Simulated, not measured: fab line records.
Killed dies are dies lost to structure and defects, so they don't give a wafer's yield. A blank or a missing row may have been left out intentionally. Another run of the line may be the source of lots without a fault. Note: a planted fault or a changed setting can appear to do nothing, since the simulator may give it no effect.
The tool behind it: which one? :: flow sky130 :: 39 wafers from 13 lots sampled at 4 of the route's 708 steps

WHAT EACH GAUGE READ, for each wafer
SKY_VIA4_BOW_MEAS_03.
lot: L904
measured: day 41 22:40
on: film_metro-02
VIA4_BOW (um): 77 102 79

lot: L905
measured: day 42 01:14
on: film_metro-04
VIA4_BOW (um): 81 86 81

lot: L906
measured: day 42 12:37
on: film_metro-01
VIA4_BOW (um): 82 87 85

lot: L907
measured: day 42 20:46
on: film_metro-04
VIA4_BOW (um): 70 77 68

lot: L908
measured: day 43 01:23
on: film_metro-02
VIA4_BOW (um): 93 81 80

lot: L909
measured: day 43 04:38
on: film_metro-04
VIA4_BOW (um): 72 74 66

lot: L910
measured: day 44 13:48
on: film_metro-04
VIA4_BOW (um): 71 81 77

lot: L911
measured: day 44 16:51
on: film_metro-04
VIA4_BOW (um): 83 73 81

lot: L913
measured: day 44 17:25
on: film_metro-04
VIA4_BOW (um): 78 75 75

lot: L920
measured: day 46 05:40
on: film_metro-04
VIA4_BOW (um): 75 89 89

lot: L921
measured: day 46 10:22
on: film_metro-04
VIA4_BOW (um): 78 81 83

lot: L923
measured: day 46 20:01
on: film_metro-01
VIA4_BOW (um): 80 85 82

lot: L925
measured: day 47 10:54
on: film_metro-01
VIA4_BOW (um): 81 81 85

SKY_PAD_OPEN_BOW_MEAS_13.
lot: L904
measured: day 45 21:17
on: film_metro-01
PAD_OPEN_BOW (um): 49 71 48

lot: L905
measured: day 45 23:58
on: film_metro-04
PAD_OPEN_BOW (um): 44 50 44

lot: L906
measured: day 46 09:49
on: film_metro-04
PAD_OPEN_BOW (um): 46 50 48

lot: L907
measured: day 46 17:21
on: film_metro-01
PAD_OPEN_BOW (um): 32 39 30

lot: L908
measured: day 46 21:05
on: film_metro-01
PAD_OPEN_BOW (um): 58 45 44

lot: L909
measured: day 47 00:47
on: film_metro-03
PAD_OPEN_BOW (um): 35 38 30

lot: L910
measured: day 48 04:02
on: film_metro-01
PAD_OPEN_BOW (um): 44 52 51

lot: L911
measured: day 48 07:25
on: film_metro-04
PAD_OPEN_BOW (um): 50 42 50

lot: L913
measured: day 48 08:58
on: film_metro-03
PAD_OPEN_BOW (um): 46 43 45

lot: L920
measured: day 49 16:07
on: film_metro-04
PAD_OPEN_BOW (um): 39 53 54

lot: L921
measured: day 49 19:15
on: film_metro-04
PAD_OPEN_BOW (um): 45 49 52

lot: L923
measured: day 50 02:04
on: film_metro-03
PAD_OPEN_BOW (um): 42 45 43

lot: L925
measured: day 50 15:29
on: film_metro-04
PAD_OPEN_BOW (um): 40 41 44

WHICH TOOL RAN EACH LOT (tool, then ch and the chambers of the sampled wafers, then the start)
lot: L904
SKY_LI_CONTACT_SPUTTER_19: pvd_sputter-01, day 29 06:13
SKY_METAL5_METAL_ETCH_15: rie_metal-03 ch 0,1, day 43 22:03

lot: L905
SKY_LI_CONTACT_SPUTTER_19: pvd_sputter-01, day 29 09:49
SKY_METAL5_METAL_ETCH_15: rie_metal-03 ch 0, day 44 01:12

lot: L906
SKY_LI_CONTACT_SPUTTER_19: pvd_sputter-01, day 29 19:34
SKY_METAL5_METAL_ETCH_15: rie_metal-04 ch 0,1, day 44 11:59

lot: L907
SKY_LI_CONTACT_SPUTTER_19: pvd_sputter-01, day 30 06:10
SKY_METAL5_METAL_ETCH_15: rie_metal-03 ch 0,1, day 44 19:42

lot: L908
SKY_LI_CONTACT_SPUTTER_19: pvd_sputter-01, day 30 10:52
SKY_METAL5_METAL_ETCH_15: rie_metal-02 ch 0,1, day 44 22:53

lot: L909
SKY_LI_CONTACT_SPUTTER_19: pvd_sputter-02, day 30 18:11
SKY_METAL5_METAL_ETCH_15: rie_metal-03 ch 0,1, day 45 02:55

lot: L910
SKY_LI_CONTACT_SPUTTER_19: pvd_sputter-01, day 32 06:04
SKY_METAL5_METAL_ETCH_15: rie_metal-04 ch 0,1, day 46 09:27

lot: L911
SKY_LI_CONTACT_SPUTTER_19: pvd_sputter-03, day 32 06:59
SKY_METAL5_METAL_ETCH_15: rie_metal-03 ch 0, day 46 12:54

lot: L913
SKY_LI_CONTACT_SPUTTER_19: pvd_sputter-01, day 32 08:22
SKY_METAL5_METAL_ETCH_15: rie_metal-02 ch 0,1, day 46 13:19

lot: L920
SKY_LI_CONTACT_SPUTTER_19: pvd_sputter-01, day 34 07:45
SKY_METAL5_METAL_ETCH_15: rie_metal-02 ch 0,1, day 47 23:21

lot: L921
SKY_LI_CONTACT_SPUTTER_19: pvd_sputter-02, day 34 12:37
SKY_METAL5_METAL_ETCH_15: rie_metal-04 ch 0,1, day 48 03:40

lot: L923
SKY_LI_CONTACT_SPUTTER_19: pvd_sputter-01, day 35 02:04
SKY_METAL5_METAL_ETCH_15: rie_metal-04 ch 0,1, day 48 12:24

lot: L925
SKY_LI_CONTACT_SPUTTER_19: pvd_sputter-02, day 35 19:31
SKY_METAL5_METAL_ETCH_15: rie_metal-03 ch 0,1, day 49 02:26
- SKY_LI_CONTACT_SPUTTER_19: material Ti, target thk 20 nm, time 106.37 s.
- SKY_METAL5_METAL_ETCH_15: etches the open film in Cl2/BCl3, stops on SiO2, target depth 1260 nm, time 252 s.

AS READ BY THE TOOLS THEMSELVES (means over the sampled wafers that have a number; for cases with no such wafer, the mark the record gives instead)
SKY_LI_CONTACT_SPUTTER_19.
lot: L904
tool: pvd_sputter-01
chamber_pressure_pa (Pa): 5.004
throttle_valve_pct (%): 30.8

lot: L905
tool: pvd_sputter-01
chamber_pressure_pa (Pa): 4.990
throttle_valve_pct (%): 30.0

lot: L906
tool: pvd_sputter-01
chamber_pressure_pa (Pa): 4.991
throttle_valve_pct (%): 30.6

lot: L907
tool: pvd_sputter-01
chamber_pressure_pa (Pa): 5.005
throttle_valve_pct (%): 30.1

lot: L908
tool: pvd_sputter-01
chamber_pressure_pa (Pa): 4.995
throttle_valve_pct (%): 30.4

lot: L909
tool: pvd_sputter-02
chamber_pressure_pa (Pa): 5.005
throttle_valve_pct (%): 29.7

lot: L910
tool: pvd_sputter-01
chamber_pressure_pa (Pa): 5.017
throttle_valve_pct (%): 30.4

lot: L911
tool: pvd_sputter-03
chamber_pressure_pa (Pa): 5.008
throttle_valve_pct (%): 30.3

lot: L913
tool: pvd_sputter-01
chamber_pressure_pa (Pa): 4.987
throttle_valve_pct (%): 29.9

lot: L920
tool: pvd_sputter-01
chamber_pressure_pa (Pa): 4.999
throttle_valve_pct (%): 30.5

lot: L921
tool: pvd_sputter-02
chamber_pressure_pa (Pa): 5.018
throttle_valve_pct (%): 29.5

lot: L923
tool: pvd_sputter-01
chamber_pressure_pa (Pa): 5.006
throttle_valve_pct (%): 29.8

lot: L925
tool: pvd_sputter-02
chamber_pressure_pa (Pa): 5.002
throttle_valve_pct (%): 30.2

SKY_METAL5_METAL_ETCH_15.
lot: L904
tool: rie_metal-03
drypump_motor_current_A (A): 5.3
oes_product_au (a.u.): 0.894
throttle_valve_pct (%): 22.261

lot: L905
tool: rie_metal-03
drypump_motor_current_A (A): 5.5
oes_product_au (a.u.): 0.887
throttle_valve_pct (%): 22.259

lot: L906
tool: rie_metal-04
drypump_motor_current_A (A): 5.9
oes_product_au (a.u.): 0.897
throttle_valve_pct (%): 22.261

lot: L907
tool: rie_metal-03
drypump_motor_current_A (A): 5.4
oes_product_au (a.u.): 0.894
throttle_valve_pct (%): 22.265

lot: L908
tool: rie_metal-02
drypump_motor_current_A (A): 5.4
oes_product_au (a.u.): 0.890
throttle_valve_pct (%): 22.258

lot: L909
tool: rie_metal-03
drypump_motor_current_A (A): 5.3
oes_product_au (a.u.): 0.895
throttle_valve_pct (%): 22.277

lot: L910
tool: rie_metal-04
drypump_motor_current_A (A): 5.9
oes_product_au (a.u.): 0.896
throttle_valve_pct (%): 22.269

lot: L911
tool: rie_metal-03
drypump_motor_current_A (A): 5.5
oes_product_au (a.u.): 0.898
throttle_valve_pct (%): 22.259

lot: L913
tool: rie_metal-02
drypump_motor_current_A (A): 5.7
oes_product_au (a.u.): 0.896
throttle_valve_pct (%): 22.261

lot: L920
tool: rie_metal-02
drypump_motor_current_A (A): 5.4
oes_product_au (a.u.): 0.895
throttle_valve_pct (%): 22.263

lot: L921
tool: rie_metal-04
drypump_motor_current_A (A): 5.9
oes_product_au (a.u.): 0.897
throttle_valve_pct (%): 22.270

lot: L923
tool: rie_metal-04
drypump_motor_current_A (A): 5.9
oes_product_au (a.u.): 0.891
throttle_valve_pct (%): 22.257

lot: L925
tool: rie_metal-03
drypump_motor_current_A (A): 5.3
oes_product_au (a.u.): 0.887
throttle_valve_pct (%): 22.266

THE ANSWER, worked out from the rows above alone
Rule: usual is defined by the lots themselves. Put in order of their means at a reading, lots are off if they are a third of the lots or fewer, leave a main group of 4 or more, and stand apart from it by a gap of 3 or more times the standard deviation of the main group's means; of several such gaps the widest counts. A main group is skipped when, at the precision printed for the reading in the tables above, its means are all equal. A lot without any number at a reading at which 4 lots or more have one is off too. Any other lot the step has rows for is counted as sound. First the gauges in route order, then the tools' own readings, where a lot's mean is used as printed above. At the first step where some lot is off, the reading lying furthest off is the one used; lots without a number count as furthest.
No lot is off on any of the readings shown, so nothing can be concluded from this.

WHAT THE SIMULATOR HAD INSERTED
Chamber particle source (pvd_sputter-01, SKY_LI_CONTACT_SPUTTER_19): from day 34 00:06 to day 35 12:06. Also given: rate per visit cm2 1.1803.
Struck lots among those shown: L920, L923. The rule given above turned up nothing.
